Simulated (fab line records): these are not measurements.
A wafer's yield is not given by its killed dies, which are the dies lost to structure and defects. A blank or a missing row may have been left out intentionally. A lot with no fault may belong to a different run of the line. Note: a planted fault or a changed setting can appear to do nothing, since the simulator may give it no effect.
fab line records ; flow sky130
record lots=13; wafers=39; lastDay=50
route steps=708 shown VT_ADJUST_HVTR@138 GATE_OXIDE@189 POLY_GATE@227
lots untouched by any fault: they come from a run of this same line in which no faults occurred
startH: the number of hours between the record's first day and the start of the first shown wafer of the lot ; waitH: hours elapsed since this lot's preceding step ; " same as the row above ; L1.1+2: one row covering several wafers at once ; - either no value or no given start ; * or withheld: withheld ; < > ~ a bound
route shown NAME@n: names a module that has steps shown in the file, with the first one's number in the route ; usual: mean and standard deviation over wafers with no fault ; same: alike in all rows ; chamber/n: place in a boat ; sites: readings site by site ; _std_site: the standard deviation of these ; _edge_site: the outer-site mean with the inner-site mean subtracted ; radiusMm: how far each site lies from the wafer's centre ; mask NAME#n: copy n ; behind: the tool/chamber that last shaped the wafer ; hold: what put the lot on hold/how long, in hours/how the hold closed ; device: names the non-switching transistor (n, p or np) ; end of line: the tests these same wafers got at the end of their route ; for a step that has no rows: nothing shown but its recipe ; killed: the dies lost at the first sort to structure and to defects; this is not the yield of the wafer ; map: the dies of a wafer, with x for killed, . for not killed, _ for no die there
set.NAME: setting as actually run; set.NAME@STEP: the setting as run at that earlier step ; model.NAME: the simulator's own value behind a step, which no gauge read
one table for each step of the route and one row for each wafer, over a sample of lots
services: a tool's chamber out of use, with start hour (startH, from the record's first day; less than 0 if before it), hours out, and reason
## steps
# step SKY_VT_ADJUST_HVTR_CD_MEAS_07
# recipe targetCdNm=380
# usual cdNm=380.4/2.5
lot.wafer;tool;chamber;startH;waitH;cdNm
L669.2;cdSem-02;-;203.90;0.1;380.5
L669.4;cdSem-02;-;203.90;0.1;382.2
L669.6;cdSem-02;-;203.90;0.1;381.2
L670.1;cdSem-02;-;212.61;0.1;381.2
L670.2;cdSem-02;-;212.61;0.1;382.1
L670.4;cdSem-02;-;212.61;0.1;381.2
L671.2;cdSem-01;-;217.18;0.1;382.5
L671.3;cdSem-01;-;217.18;0.1;378.2
L671.4;cdSem-01;-;217.18;0.1;382.3
L672.2;cdSem-01;-;221.03;0.1;378.9
L672.4;cdSem-01;-;221.03;0.1;378.7
L672.6;cdSem-01;-;221.03;0.1;379.0
L674.4;cdSem-01;-;239.69;0.1;384.3
L674.5;cdSem-01;-;239.69;0.1;383.7
L674.6;cdSem-01;-;239.69;0.1;385.2
L675.1;cdSem-01;-;244.66;0.1;382.7
L675.2;cdSem-01;-;244.66;0.1;384.8
L675.5;cdSem-01;-;244.66;0.1;385.3
L677.1;cdSem-02;-;261.18;0.1;382.4
L677.4;cdSem-02;-;261.18;0.1;384.0
L677.6;cdSem-02;-;261.18;0.1;382.4
L683.1;cdSem-01;-;303.86;0.1;380.4
L683.3;cdSem-01;-;303.86;0.1;379.6
L683.4;cdSem-01;-;303.86;0.1;378.9
L684.2;cdSem-02;-;314.08;0.1;379.7
L684.3;cdSem-02;-;314.08;0.1;380.8
L684.4;cdSem-02;-;314.08;0.1;378.8
L689.1;cdSem-01;-;345.33;0.1;380.5
L689.4;cdSem-01;-;345.33;0.1;382.4
L689.6;cdSem-01;-;345.33;0.1;380.3
L690.1;cdSem-01;-;355.11;0.1;383.3
L690.2;cdSem-01;-;355.11;0.1;381.8
L690.5;cdSem-01;-;355.11;0.1;381.6
L691.2;cdSem-01;-;366.50;0.1;376.9
L691.4;cdSem-01;-;366.50;0.1;379.5
L691.5;cdSem-01;-;366.50;0.1;376.0
L692.2;cdSem-02;-;370.58;0.1;380.5
L692.4;cdSem-02;-;370.58;0.1;379.5
L692.6;cdSem-02;-;370.58;0.1;377.8
# step SKY_GATE_OXIDE_THK_MEAS_02
# recipe reads=SiO2_of_GATE_OXIDE_OXIDATION_01
# usual GATE_OXIDE_OXIDATION_00_THK=10.28/0.18
lot.wafer;tool;chamber;startH;waitH;GATE_OXIDE_OXIDATION_00_THK[nm]
L669.2;filmMetro-04;-;285.50;0.0;10.44
L669.4;filmMetro-04;-;285.50;0.0;10.50
L669.6;filmMetro-04;-;285.50;0.0;10.49
L670.1;filmMetro-04;-;293.04;0.0;10.44
L670.2;filmMetro-04;-;293.04;0.0;10.38
L670.4;filmMetro-04;-;293.04;0.0;10.44
L671.2;filmMetro-03;-;298.29;0.0;10.51
L671.3;filmMetro-03;-;298.29;0.0;10.55
L671.4;filmMetro-03;-;298.29;0.0;10.63
L672.2;filmMetro-04;-;301.59;0.0;9.94
L672.4;filmMetro-04;-;301.59;0.0;9.98
L672.6;filmMetro-04;-;301.59;0.0;9.98
L674.4;filmMetro-03;-;320.94;0.0;10.28
L674.5;filmMetro-03;-;320.94;0.0;10.16
L674.6;filmMetro-03;-;320.94;0.0;10.18
L675.1;filmMetro-03;-;326.14;0.0;10.37
L675.2;filmMetro-03;-;326.14;0.0;10.41
L675.5;filmMetro-03;-;326.14;0.0;10.39
L677.1;filmMetro-02;-;348.34;0.0;10.63
L677.4;filmMetro-02;-;348.34;0.0;10.42
L677.6;filmMetro-02;-;348.34;0.0;10.61
L683.1;filmMetro-04;-;396.72;0.0;10.17
L683.3;filmMetro-04;-;396.72;0.0;9.99
L683.4;filmMetro-04;-;396.72;0.0;9.96
L684.2;filmMetro-04;-;408.47;0.0;10.29
L684.3;filmMetro-04;-;408.47;0.0;10.35
L684.4;filmMetro-04;-;408.47;0.0;10.33
L689.1;filmMetro-03;-;439.94;0.0;10.26
L689.4;filmMetro-03;-;439.94;0.0;10.27
L689.6;filmMetro-03;-;439.94;0.0;10.28
L690.1;filmMetro-03;-;452.44;0.0;10.23
L690.2;filmMetro-03;-;452.44;0.0;10.13
L690.5;filmMetro-03;-;452.44;0.0;10.45
L691.2;filmMetro-02;-;464.62;0.0;10.40
L691.4;filmMetro-02;-;464.62;0.0;10.42
L691.5;filmMetro-02;-;464.62;0.0;10.37
L692.2;filmMetro-03;-;468.35;0.0;10.49
L692.4;filmMetro-03;-;468.35;0.0;10.48
L692.6;filmMetro-03;-;468.35;0.0;10.52
# step SKY_GATE_OXIDE_IMPLANT_11
# recipe species=B; energyKev=10; doseCm2=2.6e+12; tiltDeg=withheld
# usual beamEnergyKeV=10.000/0.0033; doseIonsCm2=2.5995e+12/2.9e+09; faradayCurrentUA=14.67/0.29
lot.wafer;tool;chamber;startH;waitH;beamEnergyKeV;doseIonsCm2;faradayCurrentUA
L669.2;implanter-04;0;311.09;0.0;10.010;2.5977e+12;14.28
L669.4;implanter-04;0;311.09;0.0;9.997;2.5997e+12;14.72
L669.6;implanter-04;0;311.09;0.0;10.003;2.5997e+12;14.23
L670.1;implanter-04;0;319.32;0.0;9.998;2.602e+12;14.55
L670.2;implanter-04;0;319.32;0.0;10.004;2.5967e+12;14.91
L670.4;implanter-04;0;319.32;0.0;9.998;2.5978e+12;14.73
L671.2;implanter-04;0;324.14;0.0;9.993;2.5993e+12;14.78
L671.3;implanter-04;0;324.14;0.0;9.994;2.5985e+12;14.67
L671.4;implanter-04;0;324.14;0.0;10.000;2.5987e+12;14.90
L672.2;implanter-02;0;327.74;0.0;10.007;2.6029e+12;14.75
L672.4;implanter-02;0;327.74;0.0;10.005;2.5994e+12;14.68
L672.6;implanter-02;0;327.74;0.0;10.000;2.5951e+12;14.26
L674.4;implanter-02;0;348.07;0.1;9.995;2.5996e+12;14.90
L674.5;implanter-02;0;348.07;0.1;9.992;2.5997e+12;14.74
L674.6;implanter-02;0;348.07;0.1;9.996;2.6022e+12;14.51
L675.1;implanter-02;0;353.14;0.0;10.005;2.5998e+12;14.69
L675.2;implanter-02;0;353.14;0.0;10.006;2.6009e+12;15.00
L675.5;implanter-02;0;353.14;0.0;9.998;2.6027e+12;15.00
L677.1;implanter-03;0;375.89;0.0;9.998;2.6008e+12;14.48
L677.4;implanter-03;0;375.89;0.0;9.999;2.5963e+12;14.82
L677.6;implanter-03;0;375.89;0.0;9.998;2.6001e+12;14.13
L683.1;implanter-04;0;426.07;0.0;10.000;4.283e+12;23.93
L683.3;implanter-04;0;426.07;0.0;10.003;4.2858e+12;23.58
L683.4;implanter-04;0;426.07;0.0;9.999;4.2824e+12;24.82
L684.2;implanter-04;0;438.54;0.0;9.998;4.2842e+12;23.92
L684.3;implanter-04;0;438.54;0.0;10.000;4.2893e+12;23.31
L684.4;implanter-04;0;438.54;0.0;9.996;4.2899e+12;24.46
L689.1;implanter-02;0;470.47;0.0;10.002;2.5965e+12;14.46
L689.4;implanter-02;0;470.47;0.0;10.004;2.5927e+12;14.83
L689.6;implanter-02;0;470.47;0.0;9.999;2.6015e+12;14.81
L690.1;implanter-03;0;482.97;0.0;9.992;2.6011e+12;15.10
L690.2;implanter-03;0;482.97;0.0;9.994;2.598e+12;14.67
L690.5;implanter-03;0;482.97;0.0;9.998;2.6014e+12;14.81
L691.2;implanter-03;0;495.57;0.0;10.008;2.5999e+12;14.73
L691.4;implanter-03;0;495.57;0.0;10.000;2.5949e+12;15.20
L691.5;implanter-03;0;495.57;0.0;10.001;2.5994e+12;14.64
L692.2;implanter-04;0;499.39;0.0;10.002;2.5998e+12;14.14
L692.4;implanter-04;0;499.39;0.0;9.996;2.5989e+12;14.34
L692.6;implanter-04;0;499.39;0.0;10.000;2.602e+12;14.79
# step SKY_GATE_OXIDE_TW_MEAS_14
# usual GATE_OXIDE_TW=223.6/2.3
lot.wafer;tool;chamber;startH;waitH;GATE_OXIDE_TW
L669.2;filmMetro-03;-;311.43;0.1;227.3
L669.4;filmMetro-03;-;311.43;0.1;226.7
L669.6;filmMetro-03;-;311.43;0.1;226.6
L670.1;filmMetro-03;-;319.67;0.1;225.0
L670.2;filmMetro-03;-;319.67;0.1;225.4
L670.4;filmMetro-03;-;319.67;0.1;226.0
L671.2;filmMetro-04;-;324.48;0.1;223.2
L671.3;filmMetro-04;-;324.48;0.1;223.2
L671.4;filmMetro-04;-;324.48;0.1;221.2
L672.2;filmMetro-02;-;328.09;0.1;224.1
L672.4;filmMetro-02;-;328.09;0.1;224.2
L672.6;filmMetro-02;-;328.09;0.1;223.9
L674.4;filmMetro-03;-;348.38;0.1;224.3
L674.5;filmMetro-03;-;348.38;0.1;223.1
L674.6;filmMetro-03;-;348.38;0.1;223.6
L675.1;filmMetro-03;-;353.50;0.1;223.6
L675.2;filmMetro-03;-;353.50;0.1;225.2
L675.5;filmMetro-03;-;353.50;0.1;225.0
L677.1;filmMetro-03;-;376.25;0.1;227.7
L677.4;filmMetro-03;-;376.25;0.1;226.6
L677.6;filmMetro-03;-;376.25;0.1;227.7
L683.1;filmMetro-02;-;426.42;0.1;259.1
L683.3;filmMetro-02;-;426.42;0.1;259.1
L683.4;filmMetro-02;-;426.42;0.1;259.9
L684.2;filmMetro-04;-;438.89;0.1;259.1
L684.3;filmMetro-04;-;438.89;0.1;257.3
L684.4;filmMetro-04;-;438.89;0.1;255.8
L689.1;filmMetro-03;-;470.82;0.1;226.0
L689.4;filmMetro-03;-;470.82;0.1;226.3
L689.6;filmMetro-03;-;470.82;0.1;227.1
L690.1;filmMetro-04;-;483.32;0.1;221.5
L690.2;filmMetro-04;-;483.32;0.1;220.7
L690.5;filmMetro-04;-;483.32;0.1;221.5
L691.2;filmMetro-04;-;495.91;0.1;220.5
L691.4;filmMetro-04;-;495.91;0.1;222.5
L691.5;filmMetro-04;-;495.91;0.1;221.5
L692.2;filmMetro-02;-;499.73;0.1;224.5
L692.4;filmMetro-02;-;499.73;0.1;224.6
L692.6;filmMetro-02;-;499.73;0.1;225.0
# step SKY_POLY_GATE_CD_MEAS_13
# recipe targetCdNm=150
# usual cdNm=150.1/1.2
lot.wafer;tool;chamber;startH;waitH;cdNm
L669.2;cdSem-01;-;373.05;-;151.7
L669.4;cdSem-01;-;373.05;-;150.2
L669.6;cdSem-01;-;373.05;-;150.0
L670.1;cdSem-02;-;381.02;-;149.2
L670.2;cdSem-02;-;381.02;-;148.4
L670.4;cdSem-02;-;381.02;-;149.3
L671.2;cdSem-02;-;384.84;-;150.0
L671.3;cdSem-02;-;384.84;-;151.9
L671.4;cdSem-02;-;384.84;-;150.4
L672.2;cdSem-02;-;390.70;-;150.4
L672.4;cdSem-02;-;390.70;-;150.8
L672.6;cdSem-02;-;390.70;-;148.8
L674.4;cdSem-01;-;410.57;-;150.5
L674.5;cdSem-01;-;410.57;-;151.3
L674.6;cdSem-01;-;410.57;-;150.4
L675.1;cdSem-02;-;416.92;-;148.2
L675.2;cdSem-02;-;416.92;-;149.7
L675.5;cdSem-02;-;416.92;-;148.8
L677.1;cdSem-02;-;440.47;-;151.6
L677.4;cdSem-02;-;440.47;-;151.4
L677.6;cdSem-02;-;440.47;-;151.3
L683.1;cdSem-02;-;494.61;-;148.0
L683.3;cdSem-02;-;494.61;-;148.4
L683.4;cdSem-02;-;494.61;-;148.8
L684.2;cdSem-02;-;507.68;-;149.8
L684.3;cdSem-02;-;507.68;-;149.9
L684.4;cdSem-02;-;507.68;-;149.9
L689.1;cdSem-02;-;536.97;-;149.9
L689.4;cdSem-02;-;536.97;-;150.6
L689.6;cdSem-02;-;536.97;-;150.5
L690.1;cdSem-02;-;549.06;-;153.3
L690.2;cdSem-02;-;549.06;-;152.5
L690.5;cdSem-02;-;549.06;-;150.8
L691.2;cdSem-02;-;562.23;-;150.3
L691.4;cdSem-02;-;562.23;-;151.3
L691.5;cdSem-02;-;562.23;-;150.9
L692.2;cdSem-02;-;568.28;-;148.2
L692.4;cdSem-02;-;568.28;-;148.0
L692.6;cdSem-02;-;568.28;-;148.4
## services
tool;chamber;startH;hours;kind
implanter-02;-;303.84;5.3;repair
implanter-02;-;316.37;5.0;repair
implanter-03;-;322.37;2.4;repair
implanter-02;-;324.13;2.5;repair
implanter-04;-;373.23;13.5;pm
implanter-02;-;377.22;2.0;repair
implanter-04;-;394.96;0.7;repair
implanter-04;-;483.97;2.9;pm
implanter-03;-;493.84;1.6;repair
## key
firstSign step=SKY_GATE_OXIDE_IMPLANT_11; reading=doseIonsCm2; direction=up; sigmas=99+; usual=*; struck=*
effect step=SKY_GATE_OXIDE_IMPLANT_11; reading=faradayCurrentUA; direction=up; sigmas=32; usual=14.67; struck=24.00
effect step=SKY_GATE_OXIDE_TW_MEAS_14; reading=GATE_OXIDE_TW; direction=up; sigmas=15; usual=223.6; struck=258.4
metAt SKY_GATE_OXIDE_IMPLANT_11
struckLots L683,L684
testerLeftOut L683,L684
notActingAt SKY_VT_ADJUST_HVTR_CD_MEAS_07,SKY_GATE_OXIDE_THK_MEAS_02,SKY_POLY_GATE_CD_MEAS_13
onsetBetween 324.14 426.07
fault kind=processParameterDrift; tool=implanter-04; chamber=-; onsetH=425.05; steps=SKY_GATE_OXIDE_IMPLANT_11; channel=doseCm2; offset=*; shape=step; endH=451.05; actsIn=*; stated=*
# testerLeftOut: of these lots the tester's yield and bins aren't shown, on N5 and GAA mostly nor the transistor test; their killed dies are dies lost to structure and defects alone, not to doping, threshold or leakage, so they don't give the yield
